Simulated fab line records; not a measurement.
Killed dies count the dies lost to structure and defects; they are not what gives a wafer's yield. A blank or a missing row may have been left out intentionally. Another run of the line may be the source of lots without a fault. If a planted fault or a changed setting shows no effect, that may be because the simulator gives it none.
One fault through the eyes of 2 desks + flow gf180mcu + every desk sees just its own numbers, and what lay behind them comes last

## METROLOGY DESK
Means of the sampled wafers that have a number, per lot and without regard to the tool the lot ran on: this is what the gauges read. Marked OUT: a lot whose mean sits more than 4 standard deviations from the usual mean, which makes it out of limits; the brackets give that distance. It has 11 readings; the 7 that lie furthest out on some lot are the ones shown.
Columns: A = HV_LDD_CVD_56_THK at GF_HV_LDD_THK_MEAS_57, usual 90.1 nm; B = NSD_TW at GF_NSD_TW_MEAS_12, usual 4260; C = cd-nm at GF_PSD_CD_MEAS_07, usual 401.1 nm; D = PSD_OVL at GF_PSD_OVL_MEAS_08, usual 0.1 nm; E = PSD_TW at GF_PSD_TW_MEAS_11, usual 3196; F = SAB_CVD_00_THK at GF_SAB_THK_MEAS_01, usual 50.0 nm; G = cd-nm at GF_SAB_CD_MEAS_09, usual 420.2 nm
| lot  | first seen here | A    | B    | C     | D    | E    | F    | G     |
|------|-----------------|------|------|-------|------|------|------|-------|
| L646 | day 12 16:23    | 89.9 | 4211 | 398.8 | 1.2  | 3218 | 50.2 | 422.1 |
| L652 | day 14 20:29    | 90.8 | 4220 | 402.7 | -0.2 | 3186 | 49.6 | 420.0 |
| L658 | day 16 20:05    | 90.1 | 4263 | 404.5 | -0.5 | 3144 | 49.2 | 419.3 |
| L660 | day 17 17:31    | 89.2 | 4210 | 401.2 | -2.1 | 3179 | 49.9 | 414.2 |
| L661 | day 18 04:30    | 89.9 | 4318 | 400.4 | 3.4  | 3169 | 49.9 | 421.5 |
| L662 | day 18 07:02    | 90.2 | 4296 | 399.7 | 0.9  | 3230 | 50.7 | 421.6 |
This desk's finding: nothing out of limits on any of the 6 lots.

## DESK OF THE TOOL OWNER: implanter-03
The tool's own readings at GF_NSD_IMPLANT_09: means of the sampled wafers that have a number, for each lot that ran on this tool. Marked OUT: a lot whose mean sits more than 4 standard deviations from the usual mean, which makes it out of limits; the brackets give that distance.
Columns: A = faraday-current-uA at GF_NSD_IMPLANT_09, usual 11977
| lot  | first seen here | A     |
|------|-----------------|-------|
| L658 | day 17 19:15    | 12014 |
| L661 | day 19 04:37    | 11890 |
| L662 | day 19 07:16    | 12014 |
This desk's finding: nothing out of limits on any of the 3 lots.

## PUT TOGETHER
The metrology desk saw nothing out of limits.
The tool owner's desk saw nothing out of limits.

## WHAT THE SIMULATOR HAD INSERTED
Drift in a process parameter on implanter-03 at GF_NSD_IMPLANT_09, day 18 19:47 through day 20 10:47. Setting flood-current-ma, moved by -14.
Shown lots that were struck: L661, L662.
